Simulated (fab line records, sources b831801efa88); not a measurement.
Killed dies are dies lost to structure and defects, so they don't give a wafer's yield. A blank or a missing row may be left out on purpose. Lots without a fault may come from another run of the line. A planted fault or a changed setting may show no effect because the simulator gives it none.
fab line records | flow sky130
record lots=6 wafers=18 last_day=50
route steps=708 shown LOCAL_INTERCONNECT@396 CONTACT@406 PAD_OPEN@708
lots that met no fault: from a run of the same line without faults
start_h: hours from the record's first day to the start of the lot's first wafer shown | wait_h: hours since the lot's step before | " the same as in the row above | L1.1+2: a row that stands for several wafers | - no value, or no start given | * or withheld: withheld | < > ~ a bound
route shown NAME@n: a module of which the file shows steps, and the number in the route of the first | usual: mean/standard deviation of fault-free wafers | same: alike in all rows | chamber/n: place in a boat | sites: the reading at each site | _std_site: their standard deviation | _edge_site: outer sites' mean less inner sites' | radius_mm: how far each site lies from the wafer's centre | mask NAME#n: copy n | behind: the tool/chamber that last shaped the wafer | hold: why the lot was held/for how many hours/how that ended | device: the transistor (n, p or np) that didn't switch | end of line: the same wafers' tests at the end of the route | a step without rows: its recipe alone | killed: dies lost to structure and defects at the first sort, not the wafer's yield | map: a wafer's dies, x killed, . not, _ none there
set.NAME: the setting as run; set.NAME@STEP: as run at that earlier step | model.NAME: the simulator's own value behind a step, which no gauge read
lots at some steps of the route; a table a step, a row a wafer
services: from which hour (start_h, from the record's first day; less than 0 if before it) a tool's chamber was out of use, for how many hours, and why
## steps
# step SKY_LOCAL_INTERCONNECT_PEB_09
# recipe peb_temp_c=withheld peb_time_s=withheld resist=KrF-thick
# step SKY_LOCAL_INTERCONNECT_DEVELOP_10
# recipe develop_time_s=60 resist=KrF-thick dev_temp_c=21
# step SKY_LOCAL_INTERCONNECT_CD_MEAS_11
# recipe target_cd_nm=170
# usual cd_nm=170.1/1.3
# columns lot.wafer tool chamber start_h wait_h cd_nm
L670.1 cd_sem-01 - 758.19 - 168.2
L670.2 " - " " 170.1
L670.5 " - " " 170.7
L671.1 cd_sem-01 - 766.54 - 167.6
L671.4 " - " " 168.0
L671.5 " - " " 168.8
L672.2 cd_sem-01 - 773.79 - 169.4
L672.3 " - " " 170.8
L672.4 " - " " 170.0
L680.3 cd_sem-01 - 832.41 - 169.2
L680.5 " - " " 169.7
L680.6 " - " " 169.7
L684.1 cd_sem-01 - 867.90 - 172.3
L684.2 " - " " 170.4
L684.3 " - " " 172.5
L685.3 cd_sem-02 - 869.71 - 169.6
L685.4 " - " " 169.4
L685.6 " - " " 169.8
# step SKY_LOCAL_INTERCONNECT_OVL_MEAS_12
# usual LOCAL_INTERCONNECT_OVL=1/4.8
# columns lot.wafer tool chamber start_h wait_h LOCAL_INTERCONNECT_OVL[nm]
L670.1 overlay-01 - 758.31 0.1 -5
L670.2 " - " " -9
L670.5 " - " " -5
L671.1 overlay-02 - 766.66 0.1 12
L671.4 " - " " 3
L671.5 " - " " 5
L672.2 overlay-02 - 773.90 0.1 6
L672.3 " - " " 2
L672.4 " - " " 2
L680.3 overlay-02 - 832.51 0.1 4
L680.5 " - " " 4
L680.6 " - " " 5
L684.1 overlay-01 - 868.02 0.1 7
L684.2 " - " " 0
L684.3 " - " " -1
L685.3 overlay-01 - 869.81 0.1 -8
L685.4 " - " " 4
L685.6 " - " " 3
# step SKY_LOCAL_INTERCONNECT_ETCH_13
# recipe chemistry=N2/H2 target=BARC ion_energy_ev=200 bias_w=100 pressure_mtorr=30 n2_flow_sccm=100 h2_flow_sccm=200 icp_w=500 stop_on=SiO2 time_s=45.9 target_depth_a=600
# usual bias_w=100.1/0.31 drypump_motor_current_A=5.5/0.37 n2_flow_sccm=99.99/0.28 oes_product_au=0.854/0.0048 throttle_valve_pct=13.224/0.0085
# columns lot.wafer tool chamber start_h wait_h bias_w drypump_motor_current_A n2_flow_sccm oes_product_au rf_hours_counter_h throttle_valve_pct
L670.1 rie_metal-02 0 758.35 0.0 100.4 5.6 99.80 0.856 8 13.213
L670.2 " 1 " " 100.1 4.8 100.28 0.850 14 13.218
L670.5 " 1 " " 99.9 4.8 100.06 0.857 - 13.228
L671.1 rie_metal-02 0 766.70 0.0 100.1 5.5 100.67 0.845 8 13.226
L671.4 " 1 " " 99.7 4.8 99.90 0.853 - 13.227
L671.5 " 0 " " 100.3 5.5 100.43 0.858 - 13.234
L672.2 rie_metal-04 0 773.93 0.0 100.6 5.9 99.82 0.856 14 13.239
L672.3 " 0 " " 100.0 5.9 99.68 0.852 - 13.213
L672.4 " 1 " " 100.2 5.7 99.80 0.848 - 13.217
L680.3 rie_metal-01 0 832.55 0.0 100.3 5.1 99.81 0.849 - 13.235
L680.5 " 1 " " 99.6 6.0 99.77 0.851 - 13.223
L680.6 " 0 " " 100.1 5.1 99.85 0.846 - 13.212
L684.1 rie_metal-04 1 868.05 0.0 100.6 5.7 100.39 0.853 7 13.222
L684.2 " 0 " " 100.1 5.9 100.13 0.850 1 13.230
L684.3 " 1 " " 100.1 5.7 100.19 0.859 - 13.221
L685.3 rie_metal-01 1 869.85 0.0 100.3 6.0 100.38 0.850 - 13.220
L685.4 " 0 " " 99.8 5.1 99.86 0.850 - 13.221
L685.6 " 1 " " 99.8 6.0 100.11 0.856 - 13.222
# step SKY_LOCAL_INTERCONNECT_METAL_ETCH_14
# recipe target_depth_nm=110 stop_on=PSG chemistry=Cl2/BCl3 target=TiN resist_sidewall_deg=88 pressure_mtorr=10 icp_w=900 bias_w=48.5 Cl2_flow_sccm=60 bcl3_flow_sccm=30 time_s=32.43
# usual bcl3_flow_sccm=30.01/0.1 drypump_motor_current_A=5.5/0.37 oes_product_au=0.932/0.0084 throttle_valve_pct=21.906/0.012
# columns lot.wafer tool chamber start_h wait_h bcl3_flow_sccm drypump_motor_current_A oes_product_au rf_hours_counter_h throttle_valve_pct
L670.1 rie_metal-02 0 758.41 0.0 30.12 5.6 0.937 8 21.891
L670.2 " 1 " " 29.99 4.8 0.933 14 21.911
L670.5 " 1 " " 30.04 4.8 0.935 - 21.885
L671.1 rie_metal-02 0 766.76 0.0 29.91 5.6 0.926 8 21.911
L671.4 " 1 " " 30.10 4.8 0.921 - 21.893
L671.5 " 0 " " 30.08 5.5 0.925 - 21.917
L672.2 rie_metal-04 0 773.99 0.0 29.81 5.9 0.934 14 21.904
L672.3 " 0 " " 29.83 5.9 0.931 - 21.911
L672.4 " 1 " " 29.77 5.6 0.937 - 21.899
L680.3 rie_metal-01 0 832.61 0.0 29.89 5.1 0.927 - 21.910
L680.5 " 1 " " 30.02 6.0 0.936 - 21.904
L680.6 " 0 " " 30.07 5.1 0.936 - 21.902
L684.1 rie_metal-04 1 868.11 0.0 30.13 5.7 0.937 8 21.883
L684.2 " 0 " " 30.01 5.9 0.947 1 21.910
L684.3 " 1 " " 29.98 5.7 0.936 - 21.913
L685.3 rie_metal-01 1 869.91 0.0 29.92 6.0 0.923 - 21.911
L685.4 " 0 " " 29.89 5.1 0.934 - 21.908
L685.6 " 1 " " 29.95 6.0 0.923 - 21.923
# step SKY_LOCAL_INTERCONNECT_STRIP_15
# recipe chemistry=O2/N2 power_w=1400 pressure_mtorr=1500 platen_temp_c=withheld o2_flow_sccm=3000 n2_flow_sccm=300 overash_fraction=0.5
# usual drypump_motor_current_A=5.45/0.23 n2_flow_sccm=299.9/0.82 oes_product_au=0.426/0.0045 strip_time_to_endpoint_s=4.702/0.018
# columns lot.wafer tool chamber start_h wait_h drypump_motor_current_A n2_flow_sccm oes_product_au rf_hours_counter_h strip_time_to_endpoint_s
L670.1 plasma_asher-02 1 758.46 0.0 5.52 299.5 0.422 1 4.711
L670.2 " 0 " " 5.67 299.5 0.431 1 4.671
L670.5 " 1 " " 5.51 301.5 0.428 - 4.707
L671.1 plasma_asher-03 1 766.81 0.0 5.13 298.7 0.430 64 4.732
L671.4 " 1 " " 5.16 299.7 0.428 - 4.725
L671.5 " 1 " " 5.13 300.3 0.419 - 4.746
L672.2 plasma_asher-04 1 774.04 0.0 5.71 298.5 0.426 35 4.703
L672.3 " 1 " " 5.75 299.3 0.423 - 4.690
L672.4 " 0 " " 5.79 301.8 0.430 - 4.683
L680.3 plasma_asher-03 0 832.68 0.1 5.45 298.6 0.428 - 4.705
L680.5 " 1 " " 5.16 300.2 0.426 - 4.701
L680.6 " 0 " " 5.44 300.9 0.422 - 4.659
L684.1 plasma_asher-02 1 868.17 0.0 5.51 300.7 0.428 12 4.709
L684.2 " 0 " " 5.67 298.8 0.425 12 4.713
L684.3 " 0 " " 5.65 298.3 0.430 - 4.693
L685.3 plasma_asher-04 1 869.98 0.1 5.77 299.8 0.425 - 4.715
L685.4 " 0 " " 5.80 298.6 0.418 - 4.689
L685.6 " 1 " " 5.74 300.0 0.423 - 4.666
# step SKY_LOCAL_INTERCONNECT_STRIP_16
# recipe chemistry=post_etch_residue_remover time_s=1200 temp_c=72.5
# step SKY_LOCAL_INTERCONNECT_CLEAN_17
# recipe chemistry=IPA time_s=180 temp_c=25
# step SKY_LOCAL_INTERCONNECT_CLEAN_18
# recipe chemistry=O3/DIW dry=n2_spin
# step SKY_CONTACT_CVD_00
# recipe material=Si3N4 target_thk_nm=75 temp_c=400 time_s=withheld rf_w=450
# usual heater_power_w=688/87
# columns lot.wafer tool chamber start_h wait_h heater_power_w
L670.1 pecvd-04 0 759.11 0.0 710
L670.2 " 2 " " 655
L670.5 " 0 " " 696
L671.1 pecvd-01 2 767.45 0.0 768
L671.4 " 0 " " 627
L671.5 " 2 " " 765
L672.2 pecvd-04 2 774.64 0.0 569
L672.3 " 1 " " 827
L672.4 " 2 " " 585
L680.3 pecvd-03 0 833.27 0.0 729
L680.5 " 2 " " 542
L680.6 " 0 " " 750
L684.1 pecvd-01 0 868.77 0.0 674
L684.2 " 1 " " 627
L684.3 " 2 " " 821
L685.3 pecvd-04 0 870.57 0.0 736
L685.4 " 0 " " 758
L685.6 " 1 " " 858
# step SKY_CONTACT_THK_MEAS_01
# recipe reads=Si3N4_of_CONTACT_CVD_00
# usual CONTACT_CVD_00_THK=74.8/0.96
# columns lot.wafer tool chamber start_h wait_h CONTACT_CVD_00_THK[nm]
L670.1 film_metro-02 - 759.15 - 74.2
L670.2 " - " " 74.8
L670.5 " - " " 74.4
L671.1 film_metro-04 - 767.48 - 73.2
L671.4 " - " " 74.3
L671.5 " - " " 75.2
L672.2 film_metro-01 - 774.70 - 74.0
L672.3 " - " " 75.7
L672.4 " - " " 74.9
L680.3 film_metro-01 - 833.33 - 73.6
L680.5 " - " " 76.1
L680.6 " - " " 74.8
L684.1 film_metro-02 - 868.80 - 72.6
L684.2 " - " " 74.1
L684.3 " - " " 73.9
L685.3 film_metro-01 - 870.63 - 73.1
L685.4 " - " " 74.5
L685.6 " - " " 75.3
# step SKY_CONTACT_HDPCVD_02
# recipe material=SiO2 target_thk_nm=565 sigma_open_frac=0.3 time_s=94.2 temp_c=600 sih4_flow_sccm=60 pressure_mtorr=6
# columns lot.wafer tool chamber start_h wait_h model.SiO2_of_CONTACT_HDPCVD_02.thk_nm
L670.1 hdpcvd-01 0 759.21 0.1 567.9
L670.2 " 1 " " 1020
L670.5 " 2 " " 573
L671.1 hdpcvd-02 1 767.54 0.1 562.1
L671.4 " 2 " " 562.4
L671.5 " 0 " " 565.2
L672.2 hdpcvd-01 0 774.75 0.0 568.5
L672.3 " 1 " " 1018
L672.4 " 2 " " 576.2
L680.3 hdpcvd-02 1 833.37 0.0 565.1
L680.5 " 0 " " 573
L680.6 " 1 " " 566.5
L684.1 hdpcvd-01 2 868.86 0.1 577.6
L684.2 " 0 " " 575.5
L684.3 " 1 " " 569.3
L685.3 hdpcvd-02 0 870.67 0.0 565.8
L685.4 " 1 " " 564.7
L685.6 " 2 " " 564.8
# step SKY_CONTACT_THK_MEAS_03
# recipe reads=SiO2_of_CONTACT_HDPCVD_02
# usual CONTACT_HDPCVD_THK=568/5.7
# columns lot.wafer tool chamber start_h wait_h CONTACT_HDPCVD_THK[nm]
L670.1 film_metro-02 - 759.28 0.0 568
L670.2 " - " " 1021
L670.5 " - " " 573
L671.1 film_metro-01 - 767.61 0.0 562
L671.4 " - " " 562
L671.5 " - " " 565
L672.2 film_metro-01 - 774.83 0.0 569
L672.3 " - " " 1018
L672.4 " - " " 576
L680.3 film_metro-04 - 833.46 0.1 565
L680.5 " - " " 573
L680.6 " - " " 566
L684.1 film_metro-01 - 868.93 0.0 578
L684.2 " - " " 576
L684.3 " - " " 569
L685.3 film_metro-02 - 870.76 0.1 566
L685.4 " - " " 565
L685.6 " - " " 565
# step SKY_CONTACT_CMP_04
# recipe material=SiO2 down_force_psi=4 platen_rpm=60 pad_velocity_m_s=0.94248
# usual motor_current_A=12.3/0.96 time_to_endpoint_s=84/4.3
# columns lot.wafer tool chamber start_h wait_h motor_current_A time_to_endpoint_s
L670.2 cmp-02 2 759.34 0.0 12.6 255
L670.1 " 0 " " 11.2 89
L670.5 " 3 " " 11.7 85
L671.1 cmp-02 3 767.77 0.1 12.1 78
L671.4 " 0 " " 10.9 86
L671.5 " 1 " " 13.4 79
L672.4 cmp-02 0 774.88 0.0 11.5 89
L672.2 " 1 " " 13.8 87
L672.3 " 3 " " 11.5 251
L680.3 cmp-01 0 833.55 0.1 11.2 85
L680.6 " 3 " " 13.3 87
L680.5 " 0 " " 11.3 89
L684.2 cmp-01 3 868.99 0.0 13.0 89
L684.3 " 0 " " 10.7 84
L684.1 " 2 " " 10.6 92
L685.4 cmp-02 3 871.18 0.4 12.0 78
L685.3 " 0 " " 11.4 82
L685.6 " 2 " " 13.6 80
# step SKY_CONTACT_BOW_MEAS_05
# recipe mode=bow
# usual CONTACT_BOW=81/6.6
# columns lot.wafer tool chamber start_h wait_h CONTACT_BOW[um]
L670.1 film_metro-02 - 759.64 0.1 86
L670.2 " - " " 89
L670.5 " - " " 82
L671.1 film_metro-01 - 767.97 0.1 92
L671.4 " - " " 84
L671.5 " - " " 80
L672.2 film_metro-04 - 775.20 0.2 76
L672.3 " - " " 92
L672.4 " - " " 82
L680.3 film_metro-02 - 833.84 0.2 86
L680.5 " - " " 88
L680.6 " - " " 86
L684.1 film_metro-04 - 869.29 0.1 79
L684.2 " - " " 98
L684.3 " - " " 77
L685.3 film_metro-02 - 871.42 0.1 93
L685.4 " - " " 70
L685.6 " - " " 80
# step SKY_PAD_OPEN_PROBE_99
# usual killed_at_M0_to_M3=43/7.6 killed_at_M4_up=2.9/1.9 killed_at_contacts=24/5 killed_at_front_end=15/4.3 killed_at_other=0.3/0.54 killed_dies=85/10 killed_open=47/7 killed_short=38/6.4
# same gross_dies=492 killed_at_back_side=0
# columns lot.wafer tool chamber start_h wait_h killed_at_M0_to_M3 killed_at_M4_up killed_at_contacts killed_at_front_end killed_at_other killed_dies killed_open killed_short
L670.1 prober-02 - 1114.24 0.1 43 2 19 7 0 71 44 27
L670.2 prober-02 - 1114.29 0.1 31 1 24 14 0 70 36 34
L670.5 prober-02 - 1114.44 0.2 54 5 25 17 0 101 53 48
L671.1 prober-01 - 1124.41 0.1 44 2 23 19 1 89 50 39
L671.4 prober-01 - 1124.56 0.2 29 4 19 9 0 61 30 31
L671.5 prober-01 - 1124.61 0.2 49 3 20 12 0 84 50 34
L672.2 prober-02 - 1127.95 0.1 48 8 29 20 1 106 62 44
L672.3 prober-02 - 1128.00 0.2 38 3 29 11 0 81 43 38
L672.4 prober-02 - 1128.05 0.2 46 3 25 23 0 97 48 49
L680.3 prober-02 - 1170.37 0.2 41 2 26 16 0 85 56 29
L680.5 prober-02 - 1170.47 0.2 47 4 13 22 0 86 37 49
L680.6 prober-02 - 1170.52 0.2 38 4 19 11 0 72 43 29
L684.1 prober-02 - 1190.77 0.1 43 2 35 12 0 92 50 42
L684.2 prober-02 - 1190.82 0.1 45 4 25 14 0 88 55 33
L684.3 prober-02 - 1190.87 0.2 57 2 34 11 0 104 54 50
# killed by level:class
L670.1 CONTACT:geometric_particle:open=10 METAL1:geometric_particle:short=9 VIA1:geometric_particle:open=9 VIA2:geometric_particle:open=8 LI_CONTACT:geometric_particle:open=5 VIA3:geometric_particle:open=5 METAL2:geometric_particle:short=4 METAL2:geometric_particle:open=3
L670.2 CONTACT:geometric_particle:open=8 VIA1:geometric_particle:open=7 FIELD_ISO:geometric_particle:short=5 LI_CONTACT:geometric_particle:open=5 LOCAL_INTERCONNECT:geometric_particle:short=5 VIA3:geometric_particle:short=5 CONTACT:geometric_particle:short=4 METAL1:geometric_particle:short=4
L670.5 VIA2:geometric_particle:open=13 CONTACT:geometric_particle:open=10 CONTACT:geometric_particle:short=7 METAL1:geometric_particle:short=7 METAL2:geometric_particle:short=7 LI_CONTACT:geometric_particle:open=6 VIA1:geometric_particle:open=6 FIELD_ISO:geometric_particle:short=4
L671.1 VIA1:geometric_particle:open=16 LI_CONTACT:geometric_particle:open=10 METAL2:geometric_particle:short=7 CONTACT:geometric_particle:short=6 POLY_GATE:geometric_particle:open=5 POLY_GATE:geometric_particle:short=5 CONTACT:geometric_particle:open=5 METAL1:geometric_particle:short=5
L671.4 FIELD_ISO:geometric_particle:open=6 VIA1:geometric_particle:open=6 CONTACT:geometric_particle:short=5 VIA3:geometric_particle:open=5 METAL2:geometric_particle:short=4 LI_CONTACT:geometric_particle:open=4 METAL1:geometric_particle:short=4 VIA1:geometric_particle:short=4
L671.5 VIA1:geometric_particle:open=12 VIA3:geometric_particle:open=8 CONTACT:geometric_particle:open=7 METAL1:geometric_particle:short=6 CONTACT:geometric_particle:short=5 VIA2:geometric_particle:open=5 POLY_GATE:geometric_particle:short=4 LI_CONTACT:geometric_particle:open=4
L672.2 CONTACT:geometric_particle:open=14 VIA1:geometric_particle:open=12 POLY_GATE:geometric_particle:short=9 METAL1:geometric_particle:short=9 VIA3:geometric_particle:open=8 POLY_GATE:geometric_particle:open=7 LI_CONTACT:geometric_particle:open=7 METAL4:geometric_particle:short=4
L672.3 CONTACT:geometric_particle:open=13 VIA1:geometric_particle:open=9 VIA1:geometric_particle:short=9 LOCAL_INTERCONNECT:geometric_particle:short=7 VIA2:geometric_particle:open=5 POLY_GATE:geometric_particle:open=4 LI_CONTACT:geometric_particle:open=3 FIELD_ISO:geometric_particle:short=3
L672.4 CONTACT:geometric_particle:open=13 FIELD_ISO:geometric_particle:short=8 VIA2:geometric_particle:short=7 VIA1:geometric_particle:open=7 POLY_GATE:geometric_particle:open=6 METAL2:geometric_particle:short=6 CONTACT:geometric_particle:short=6 METAL1:geometric_particle:short=6
L680.3 LI_CONTACT:geometric_particle:open=11 CONTACT:geometric_particle:open=10 VIA3:geometric_particle:open=9 VIA1:geometric_particle:open=9 POLY_GATE:geometric_particle:open=7 VIA2:geometric_particle:open=6 METAL2:geometric_particle:short=6 VIA1:geometric_particle:short=4
L680.5 VIA1:geometric_particle:open=12 VIA1:geometric_particle:short=8 POLY_GATE:geometric_particle:short=7 VIA3:geometric_particle:open=7 FIELD_ISO:geometric_particle:short=5 LI_CONTACT:geometric_particle:short=5 SPACER:geometric_particle:open=4 VIA2:geometric_particle:short=4
L680.6 VIA1:geometric_particle:open=14 LI_CONTACT:geometric_particle:open=9 VIA1:geometric_particle:short=5 LI_CONTACT:geometric_particle:short=4 VIA2:geometric_particle:open=4 CONTACT:geometric_particle:open=4 FIELD_ISO:geometric_particle:short=3 FIELD_ISO:geometric_particle:open=3
L684.1 CONTACT:geometric_particle:open=14 VIA1:geometric_particle:open=10 LI_CONTACT:geometric_particle:open=7 VIA3:geometric_particle:open=7 LOCAL_INTERCONNECT:geometric_particle:short=6 METAL1:geometric_particle:short=5 CONTACT:geometric_particle:short=5 VIA2:geometric_particle:short=5
L684.2 CONTACT:geometric_particle:open=11 VIA2:geometric_particle:open=8 VIA1:geometric_particle:open=7 LI_CONTACT:geometric_particle:open=6 VIA3:geometric_particle:open=6 FIELD_ISO:geometric_particle:open=5 METAL1:geometric_particle:short=5 METAL2:geometric_particle:short=5
L684.3 CONTACT:geometric_particle:open=13 VIA1:geometric_particle:open=11 METAL2:geometric_particle:short=9 VIA2:geometric_particle:open=8 LI_CONTACT:geometric_particle:open=7 VIA3:geometric_particle:open=7 LI_CONTACT:geometric_particle:short=6 CONTACT:geometric_particle:short=6
## services
# columns tool chamber start_h hours kind
cmp-02 - 743.36 0.6 repair
pecvd-03 - 746.99 1.6 repair
cmp-02 - 747.47 4.0 pm
plasma_asher-02 - 751.26 4.6 repair
cmp-02 - 751.47 - consumable_replace:conditioner
rie_metal-04 - 756.27 0.7 repair
pecvd-04 0 760.20 23.6 repair
rie_metal-01 1 763.83 3.2 repair
cmp-01 - 767.22 3.0 repair
rie_metal-01 - 784.51 2.8 pm
pecvd-01 - 789.17 0.7 repair
pecvd-03 - 800.56 6.0 pm
cmp-02 - 801.19 6.4 pm
cmp-01 - 811.28 4.4 repair
cmp-01 - 811.64 1.3 repair
cmp-01 - 813.94 0.7 repair
pecvd-04 - 821.77 0.8 repair
pecvd-03 - 823.17 0.7 repair
cmp-02 - 823.45 4.4 repair
plasma_asher-02 - 831.02 2.7 repair
cmp-02 - 841.06 1.4 repair
pecvd-03 - 851.74 0.7 repair
hdpcvd-01 - 870.64 1.6 repair
cmp-01 - 870.69 0.5 repair
## key
first_sign step=SKY_CONTACT_THK_MEAS_03 reading=CONTACT_HDPCVD_THK direction=up sigmas=79 usual=568 struck=1020
effect step=SKY_CONTACT_CMP_04 reading=time_to_endpoint_s direction=up sigmas=39 usual=* struck=*
model_effect step=SKY_CONTACT_HDPCVD_02 value=SiO2_of_CONTACT_HDPCVD_02.thk_nm without=570.2 struck=1019
met_at SKY_CONTACT_HDPCVD_02
struck_wafers L670.2,L672.3
tester_left_out L670,L672
fault kind=process_parameter_drift tool=hdpcvd-01 chamber=1 onset_h=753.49 steps=SKY_CONTACT_HDPCVD_02 channel=target_thk_nm offset=449.18 shape=step end_h=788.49 acts_in=these_recipes_only stated=565
# tester_left_out: of these lots the tester's yield and bins aren't shown, on N5 and GAA mostly nor the transistor test; their killed dies are dies lost to structure and defects alone, not to doping, threshold or leakage, so they don't give the yield
